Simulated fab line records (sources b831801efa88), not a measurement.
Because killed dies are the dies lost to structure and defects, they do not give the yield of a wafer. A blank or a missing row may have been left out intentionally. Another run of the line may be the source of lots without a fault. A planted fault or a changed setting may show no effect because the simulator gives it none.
A struck lot beside a sound one | flow sky130 | 16 steps out of a route of 708
Sound: wafers L843.1, L843.3, L843.5. Struck: wafers L849.1, L849.2, L849.4. The cause is given at the end.
Each step with rows lists, per side, the tool, then ch with its chambers, then its first start. Under that, the readings that differ: sound wafers | struck wafers | difference of the means | sigmas: that difference in standard deviations of wafers without a fault.
alike: same words and numbers on both sides, and readings whose means sit less than 2 such deviations apart. not compared: any withheld reading, any reading some wafer has no value for, any bound like >300 that may hide the same value, and any number with overlapping values for which the record gives no deviation.
The two part at a step that has a row with sigmas, a row that says differs or no value, or rows on one side only. When numbers do not overlap yet have no deviation, they are printed without sigmas and do not part them. Lack of a reading on every wafer of one side parts them only where that side has two or more wafers.

SKY_FIELD_ISO_BOW_MEAS_00:
  sound: film metro-03 at day 4 03:00; struck: film metro-02 at day 5 09:00
  alike: INCOMING_BOW
then, 1 step without rows for these wafers: SKY_FIELD_ISO_OXIDATION_01 (stabilise 600 s, purge 300 s, target thk 12 nm).
SKY_FIELD_ISO_THK_MEAS_02:
  sound: film metro-03 at day 4 05:41; struck: film metro-03 at day 5 12:39
  alike: FIELD_ISO_OXIDATION_00_THK
then, 1 step without rows for these wafers: SKY_FIELD_ISO_CVD_03 (deposits Si3N4 from DCS/NH3, target thk 165 nm, time 2830 s).
SKY_FIELD_ISO_THK_MEAS_04:
  sound: film metro-02 at day 4 08:57; struck: film metro-03 at day 5 14:59
  alike: FIELD_ISO_CVD_03_THK
then, 2 steps without rows for these wafers: SKY_FIELD_ISO_DEHYDRATE_05 (time 60 s); SKY_FIELD_ISO_HMDS_06 (prime time 57.78 s).
SKY_FIELD_ISO_COAT_07: resist thk 60 nm.
  sound on litho track-02 ch 0, day 4 17:38; struck on litho track-02 ch 0, day 5 23:56
  reading              | sound                | struck               | difference | sigmas
  spin speed rpm (rpm) | 3001.4 3000.7 3001.4 | 3159.9 3157.7 3159.6 | +157.9     | +79
  not compared: resist line temp C
then, 5 steps without rows for these wafers: SKY_FIELD_ISO_COAT_08 (resist thk 450 nm); SKY_FIELD_ISO_SOFTBAKE_09 (time 90 s); SKY_FIELD_ISO_EXPOSE_10 (exposes mask FOM, target cd 150 nm); SKY_FIELD_ISO_PEB_11; SKY_FIELD_ISO_DEVELOP_12 (develop time 60 s).
SKY_FIELD_ISO_CD_MEAS_13: the cd target is 150 nm.
  sound: cd sem-02 at day 5 01:47; struck: cd sem-01 at day 6 09:47
  alike: cd nm
SKY_FIELD_ISO_ETCH_14: etches BARC in N2/H2, stops on SiO2, time 45.9 s, target depth 60 nm.
  sound on rie diel-01 ch 2,3, day 5 01:54; struck on rie diel-03 ch 1,2,3, day 6 09:54
  reading                  | sound             | struck            | difference | sigmas
  oes product au (a.u.)    | 0.863 0.854 0.861 | 0.846 0.845 0.844 | -0.014     | -3
  model.etch.depth nm (nm) | 60.22 60.22 60.33 | 58.54 58.74 58.53 | -1.65      |
  alike: drypump motor current A, n2 flow sccm, rf fwd power W, throttle valve pct
  not compared: rf hours counter h
SKY_FIELD_ISO_ETCH_15: etches the open film in CHF3/O2, stops on Si, target depth 180 nm, time 72 s.
  sound on rie diel-01 ch 2,3, day 5 01:57; struck on rie diel-03 ch 1,2,3, day 6 09:56
  alike: drypump motor current A, oes product au, rf fwd power W, throttle valve pct
  not compared: rf hours counter h

== WHERE THEY PART ==
Last at SKY_FIELD_ISO_ETCH_14 as far as this record goes, first at SKY_FIELD_ISO_COAT_07. Later steps at which nothing parts them and some readings are alike: SKY_FIELD_ISO_ETCH_15.

WHY: what the simulator had put in
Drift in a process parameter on litho track-02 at SKY_FIELD_ISO_COAT_07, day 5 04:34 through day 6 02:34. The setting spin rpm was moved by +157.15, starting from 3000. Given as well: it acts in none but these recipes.
